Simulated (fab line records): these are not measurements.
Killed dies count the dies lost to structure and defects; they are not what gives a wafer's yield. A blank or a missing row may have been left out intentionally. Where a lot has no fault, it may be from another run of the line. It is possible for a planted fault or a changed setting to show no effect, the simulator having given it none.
fab line records    flow sfq-line
record: lots: 15  wafers: 45  last-day: 87
route steps=325 shown L0@3 L0V@23 M2@101 I3@133
lots with no fault: from the same line, run without faults
start-h: the number of hours between the record's first day and the start of the first shown wafer of the lot    wait-h: hours from the lot's prior step to this one    " as in the row above    L1.1+2: a single row standing in for several wafers    - no value, or no start was given    * or withheld: withheld    < > ~ a bound
route shown NAME@n: a module of which the file shows steps, and the number in the route of the first    usual: the fault-free wafers' mean and standard deviation    same: alike in all rows    chamber/n: place in a boat    sites: the reading at each site    _std_site: the values' standard deviation    _edge_site: the outer-site mean with the inner-site mean subtracted    radius-mm: how far each site lies from the wafer's centre    mask NAME#n: copy n    behind: the last tool/chamber to shape the wafer    hold: why the lot went on hold/how many hours it stayed there/how the hold came to an end    device: whichever transistor did not switch (one of n, p or np)    end of line: the route-end tests of the same wafers    a step given without rows: its recipe and nothing more    killed: at the first sort, the dies lost to defects and structure; wafer yield is something else    map: shows each die of a wafer: x if killed, . if not, _ if none is there
set.NAME: the setting as run; set.NAME@STEP: as run at that earlier step    model.NAME: the simulator's own value behind a step, which no gauge read
the route's steps for a sample of lots (tables are steps, rows are wafers)
services: from which hour (start-h, from the record's first day; less than 0 if before it) a tool's chamber was out of use, for how many hours, and why
== steps ==
step: SFQ_TRILAYER_L0_DEP_SPUTTER_003
recipe: material: MoNx_KI  base-pressure-pa: 1.33e-06  target-thk-nm: 40  power-w: 800  time-s: 100  chamber-pressure-pa: 0.4
usual: throttle-valve-pct: 29.7/1.1
lot.wafer  tool            chamber  start-h  wait-h  throttle-valve-pct
L493.1     pvd-sputter-03  -        17.49    0.0     28.3
L493.3     "               -        "        "       30.4
L493.6     "               -        "        "       27.8
L494.1     pvd-sputter-06  -        22.49    0.0     29.0
L494.3     "               -        "        "       30.8
L494.4     "               -        "        "       31.3
L496.2     pvd-sputter-04  -        32.49    0.0     29.0
L496.5     "               -        "        "       30.4
L496.6     "               -        "        "       29.0
L497.3     pvd-sputter-03  -        37.49    0.0     31.8
L497.4     "               -        "        "       28.8
L497.6     "               -        "        "       31.8
L498.1     pvd-sputter-04  -        42.49    0.0     29.4
L498.2     "               -        "        "       30.5
L498.3     "               -        "        "       28.9
L501.1     pvd-sputter-03  -        57.49    0.0     30.3
L501.3     "               -        "        "       27.9
L501.6     "               -        "        "       30.5
L504.2     pvd-sputter-06  -        72.49    0.0     30.9
L504.3     "               -        "        "       29.2
L504.6     "               -        "        "       31.4
L505.1     pvd-sputter-03  -        77.49    0.0     28.5
L505.3     "               -        "        "       30.4
L505.4     "               -        "        "       28.3
L506.1     pvd-sputter-03  -        82.49    0.0     31.5
L506.3     "               -        "        "       27.7
L506.5     "               -        "        "       30.5
L507.1     pvd-sputter-03  -        87.49    0.0     31.7
L507.3     "               -        "        "       28.7
L507.5     "               -        "        "       28.9
L509.1     pvd-sputter-04  -        97.49    0.0     28.7
L509.3     "               -        "        "       29.3
L509.6     "               -        "        "       30.7
L511.3     pvd-sputter-03  -        107.49   0.0     31.8
L511.4     "               -        "        "       27.9
L511.6     "               -        "        "       28.7
L512.1     pvd-sputter-04  -        112.49   0.0     28.9
L512.4     "               -        "        "       30.6
L512.5     "               -        "        "       28.9
L514.3     pvd-sputter-06  -        122.49   0.0     31.5
L514.4     "               -        "        "       29.0
L514.5     "               -        "        "       28.8
L515.1     pvd-sputter-04  -        127.49   0.0     28.9
L515.2     "               -        "        "       28.8
L515.3     "               -        "        "       29.3
step: SFQ_L0V_OVL_MEAS_903
usual: L0V_OVL: 3/4.7
lot.wafer  tool        chamber  start-h  wait-h  L0V_OVL[nm]
L493.1     overlay-01  -        69.47    0.1     -4
L493.3     "           -        "        "       2
L493.6     "           -        "        "       2
L494.1     overlay-01  -        74.81    0.1     12
L494.3     "           -        "        "       8
L494.4     "           -        "        "       8
L496.2     overlay-02  -        92.82    0.1     2
L496.5     "           -        "        "       1
L496.6     "           -        "        "       4
L497.3     overlay-01  -        97.62    0.1     -2
L497.4     "           -        "        "       5
L497.6     "           -        "        "       -5
L498.1     overlay-01  -        98.81    0.1     8
L498.2     "           -        "        "       2
L498.3     "           -        "        "       2
L501.1     overlay-02  -        112.01   0.1     4
L501.3     "           -        "        "       5
L501.6     "           -        "        "       5
L504.2     overlay-01  -        128.87   0.1     11
L504.3     "           -        "        "       5
L504.6     "           -        "        "       15
L505.1     overlay-02  -        132.47   0.1     7
L505.3     "           -        "        "       5
L505.4     "           -        "        "       11
L506.1     overlay-01  -        134.87   0.1     10
L506.3     "           -        "        "       6
L506.5     "           -        "        "       3
L507.1     overlay-02  -        142.07   0.1     -6
L507.3     "           -        "        "       0
L507.5     "           -        "        "       -5
L509.1     overlay-02  -        146.87   0.1     6
L509.3     "           -        "        "       7
L509.6     "           -        "        "       -1
L511.3     overlay-01  -        158.88   0.1     -3
L511.4     "           -        "        "       0
L511.6     "           -        "        "       0
L512.1     overlay-02  -        164.87   0.1     6
L512.4     "           -        "        "       6
L512.5     "           -        "        "       2
L514.3     overlay-02  -        173.28   0.1     2
L514.4     "           -        "        "       7
L514.5     "           -        "        "       5
L515.1     overlay-02  -        175.67   0.1     -7
L515.2     "           -        "        "       6
L515.3     "           -        "        "       -2
step: SFQ_TRILAYER_M2_STRIP_STRIP_061
recipe: gas: O2  power-w: 200  platen-temp-c: 40  overash-fraction: 0.65  chemistry: O2  pressure-mtorr: 50
usual: drypump-motor-current-A: 5.4/0.48  oes-product-au: 0.999/0.0066
lot.wafer  tool          chamber  start-h  wait-h  drypump-motor-current-A  oes-product-au  rf-hours-counter-h
L493.1     rie-metal-01  1        525.10   0.1     5.4                      0.995           85
L493.3     "             1        "        "       5.4                      1.005           -
L493.6     "             1        "        "       5.4                      0.994           -
L494.1     rie-metal-04  1        539.50   0.1     5.5                      0.999           85
L494.3     "             0        "        "       4.9                      1.000           -
L494.4     "             1        "        "       5.4                      0.991           -
L496.2     rie-metal-01  1        559.90   0.1     5.4                      0.993           92
L496.5     "             0        "        "       5.3                      0.988           -
L496.6     "             1        "        "       5.4                      0.994           -
L497.3     rie-metal-03  0        568.50   0.2     5.1                      0.991           -
L497.4     "             1        "        "       6.4                      0.995           -
L497.6     "             0        "        "       5.1                      0.999           -
L498.1     rie-metal-04  1        573.10   0.1     5.5                      0.997           91
L498.2     "             0        "        "       4.8                      0.998           165
L498.3     "             1        "        "       5.4                      1.002           -
L501.1     rie-metal-03  0        576.70   0.1     5.1                      0.986           88
L501.3     "             1        "        "       6.4                      0.991           -
L501.6     "             0        "        "       5.1                      0.995           -
L504.2     rie-metal-04  0        580.30   0.1     4.8                      0.994           167
L504.3     "             0        "        "       4.9                      1.009           -
L504.6     "             1        "        "       5.5                      0.994           -
L505.1     rie-metal-01  1        581.50   0.1     5.4                      0.999           96
L505.3     "             1        "        "       5.4                      0.993           -
L505.4     "             0        "        "       5.4                      0.997           -
L506.1     rie-metal-03  1        582.70   0.1     6.4                      1.000           57
L506.3     "             1        "        "       6.4                      0.998           -
L506.5     "             0        "        "       5.1                      0.993           -
L507.1     rie-metal-01  1        583.90   0.1     5.4                      1.003           97
L507.3     "             0        "        "       5.3                      1.004           -
L507.5     "             1        "        "       5.4                      1.009           -
L509.1     rie-metal-03  0        586.30   0.1     5.1                      1.009           90
L509.3     "             1        "        "       6.4                      0.994           -
L509.6     "             1        "        "       6.4                      1.002           -
L511.3     rie-metal-04  1        588.90   0.2     5.4                      0.996           -
L511.4     "             0        "        "       4.9                      0.997           -
L511.6     "             0        "        "       4.9                      0.986           -
L512.1     rie-metal-03  0        589.90   0.1     5.1                      1.001           91
L512.4     "             0        "        "       5.1                      1.006           -
L512.5     "             0        "        "       5.1                      1.007           -
L514.3     rie-metal-03  0        592.50   0.2     5.1                      1.003           -
L514.4     "             1        "        "       6.4                      1.006           -
L514.5     "             0        "        "       5.1                      1.007           -
L515.1     rie-metal-01  0        593.50   0.1     5.3                      1.002           162
L515.2     "             1        "        "       5.4                      1.001           99
L515.3     "             1        "        "       5.4                      0.998           -
step: SFQ_TRILAYER_I3_DEP_PECVD_081
recipe: material: SiO2  temp-c: 150  time-s: 111.11  pressure-torr: 2.4  rf-w: 183.3  precursor: SiH4/N2O  target-thk-nm: 500
usual: heater-power-w: 95/22  rf-fwd-power-W: 182.3/0.6  showerhead-vpp-V: 820/45  throttle-valve-pct: 25.2/2
lot.wafer  tool      chamber  start-h  wait-h  heater-power-w  rf-fwd-power-W  showerhead-vpp-V  throttle-valve-pct
L493.1     pecvd-02  2        563.23   0.0     70              182.6           910               25.4
L493.3     "         1        "        "       79              182.4           839               25.0
L493.6     "         2        "        "       74              183.0           910               25.4
L494.1     pecvd-03  2        571.63   0.0     127             182.6           834               23.6
L494.3     "         1        "        "       79              181.7           811               26.4
L494.4     "         0        "        "       101             183.3           764               24.3
L496.2     pecvd-03  1        613.89   0.0     80              181.9           817               26.9
L496.5     "         1        "        "       81              181.9           804               26.8
L496.6     "         2        "        "       109             182.8           842               23.7
L497.3     pecvd-02  0        619.99   0.0     67              181.5           833               23.1
L497.4     "         1        "        "       86              182.3           816               21.8
L497.6     "         0        "        "       74              181.5           852               23.2
L498.1     pecvd-03  1        628.49   0.0     70              181.3           825               26.8
L498.2     "         2        "        "       132             182.8           833               23.6
L498.3     "         0        "        "       101             182.5           761               24.4
L501.1     pecvd-02  2        894.64   0.0     56              255.6           1072              24.1
L501.3     "         1        "        "       56              254.6           981               22.0
L501.6     "         1        "        "       61              255.4           970               22.3
L504.2     pecvd-03  1        900.64   0.0     73              181.8           825               27.5
L504.3     "         0        "        "       99              182.0           746               25.0
L504.6     "         2        "        "       120             182.8           835               24.0
L505.1     pecvd-02  2        903.04   0.0     44              256.1           1073              24.1
L505.3     "         1        "        "       51              255.4           974               22.0
L505.4     "         0        "        "       56              254.9           1007              24.0
L506.1     pecvd-03  2        906.64   0.0     127             182.3           823               24.3
L506.3     "         1        "        "       74              181.6           814               27.8
L506.5     "         1        "        "       78              181.5           808               27.6
L507.1     pecvd-02  2        910.24   0.0     45              256.2           1077              24.2
L507.3     "         0        "        "       46              255.6           995               24.3
L507.5     "         2        "        "       49              255.5           1098              24.3
L509.1     pecvd-03  2        913.84   0.0     111             182.8           811               24.3
L509.3     "         0        "        "       98              182.5           752               24.8
L509.6     "         2        "        "       120             182.7           835               24.2
L511.3     pecvd-04  2        919.84   0.0     135             183.0           827               28.1
L511.4     "         1        "        "       112             181.6           813               24.7
L511.6     "         0        "        "       105             182.2           760               28.1
L512.1     pecvd-03  0        922.24   0.0     99              183.0           758               25.0
L512.4     "         2        "        "       126             182.7           826               23.9
L512.5     "         1        "        "       76              181.6           826               27.8
L514.3     pecvd-04  0        929.44   0.0     106             183.0           760               28.4
L514.4     "         0        "        "       103             182.5           758               28.4
L514.5     "         2        "        "       128             182.5           820               28.4
L515.1     pecvd-03  1        931.84   0.0     72              182.3           806               27.6
L515.2     "         0        "        "       95              182.6           748               24.9
L515.3     "         2        "        "       130             181.7           838               23.9
step: SFQ_TRILAYER_I3_CMP_CMP_082
recipe: material: SiO2  down-force-psi: 3  platen-rpm: 60  pad-velocity-m-s: 0.94248
usual: motor-current-A: 9.9/0.96  time-to-endpoint-s: 213/7.3
lot.wafer  tool    chamber  start-h  wait-h  motor-current-A  time-to-endpoint-s
L493.3     cmp-01  2        584.70   21.4    9.0              219
L493.1     "       0        585.70   22.4    9.4              212
L493.6     "       2        586.70   23.4    9.1              221
L494.3     cmp-02  0        597.92   26.2    9.6              217
L494.4     "       1        "        "       10.2             220
L494.1     "       2        "        "       9.3              211
L496.2     cmp-02  2        656.63   42.7    9.8              209
L496.6     "       3        "        "       12.1             218
L496.5     "       0        "        "       9.3              211
L497.3     cmp-02  3        658.63   38.6    12.0             212
L497.4     "       0        "        "       9.4              214
L497.6     "       3        660.63   40.6    11.7             222
L498.3     cmp-02  2        664.13   35.6    9.7              210
L498.2     "       0        665.13   36.6    9.7              209
L498.1     "       1        "        "       10.1             206
L501.3     cmp-02  3        895.32   0.6     11.3             252
L501.1     "       2        896.82   2.1     9.4              250
L501.6     "       0        897.82   3.1     9.3              246
L504.3     cmp-01  2        903.70   3.0     8.6              216
L504.2     "       0        904.70   4.0     10.0             216
L504.6     "       1        "        "       10.1             236
L505.3     cmp-02  1        904.32   1.2     10.1             251
L505.1     "       3        905.32   2.2     11.4             252
L505.4     "       0        "        "       9.7              256
L506.1     cmp-02  2        907.32   0.6     9.3              211
L506.3     "       1        908.82   2.1     10.4             210
L506.5     "       2        "        "       9.4              210
L507.1     cmp-01  2        911.32   1.0     9.0              241
L507.3     "       3        "        "       8.8              239
L507.5     "       0        "        "       9.8              246
L509.1     cmp-01  0        913.92   0.0     9.9              209
L509.3     "       2        914.92   1.0     9.6              211
L509.6     "       0        915.92   2.0     10.0             211
L511.3     cmp-01  3        920.74   0.9     8.6              219
L511.4     "       1        921.74   1.8     9.4              215
L511.6     "       2        "        "       8.9              226
L512.1     cmp-02  0        922.72   0.4     9.6              208
L512.4     "       1        "        "       10.7             206
L512.5     "       1        925.22   2.9     10.2             208
L514.3     cmp-02  1        930.02   0.5     9.7              209
L514.4     "       2        "        "       9.1              215
L514.5     "       1        932.02   2.5     9.6              217
L515.2     cmp-02  0        932.52   0.6     9.2              205
L515.3     "       1        "        "       10.3             218
L515.1     "       2        "        "       9.6              211
== services ==
tool      chamber  start-h  hours  kind
cmp-02    -        14.51    0.8    repair
cmp-02    -        20.37    0.5    repair
cmp-02    -        68.11    2.2    repair
cmp-02    -        97.32    12.7   pm
cmp-02    -        110.05   8.2    pm
cmp-02    -        149.87   0.7    repair
pecvd-03  1        166.25   3.7    repair
cmp-02    -        184.84   0.5    repair
cmp-02    -        235.00   4.0    pm
pecvd-03  2        257.77   8.3    repair
cmp-02    -        314.21   5.8    pm
cmp-02    -        322.09   6.4    repair
cmp-02    -        362.01   2.2    repair
cmp-02    -        370.09   2.0    repair
pecvd-03  -        419.77   2.8    pm
pecvd-03  0        433.59   8.1    repair
cmp-02    -        477.13   6.0    pm
cmp-02    -        516.66   1.5    repair
cmp-02    -        575.42   4.0    pm
cmp-02    -        637.75   1.0    repair
cmp-02    -        752.81   1.8    repair
cmp-02    -        793.04   1.1    repair
cmp-02    -        846.71   3.7    pm
cmp-02    -        915.72   4.0    pm
== key ==
first-sign: step: SFQ_TRILAYER_I3_DEP_PECVD_081  reading: rf-fwd-power-W  direction: up  sigmas: 99+  usual: 182.3  struck: 255.5
effect: step: SFQ_TRILAYER_I3_DEP_PECVD_081  reading: showerhead-vpp-V  direction: up  sigmas: 4.7  usual: 820  struck: 1027
effect: step: SFQ_TRILAYER_I3_CMP_CMP_082  reading: time-to-endpoint-s  direction: up  sigmas: 4.8  usual: *  struck: *
met-at SFQ_TRILAYER_I3_DEP_PECVD_081
struck-lots L501,L505,L507
not-acting-at SFQ_TRILAYER_L0_DEP_SPUTTER_003,SFQ_L0V_OVL_MEAS_903,SFQ_TRILAYER_M2_STRIP_STRIP_061
onset-between 619.99 894.64
fault: kind: process-parameter-drift  tool: pecvd-02  chamber: -  onset-h: 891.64  steps: SFQ_TRILAYER_I3_DEP_PECVD_081  channel: rf-w  offset: 73.32  shape: step  end-h: 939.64  acts-in: these-recipes-only  stated: 183.3
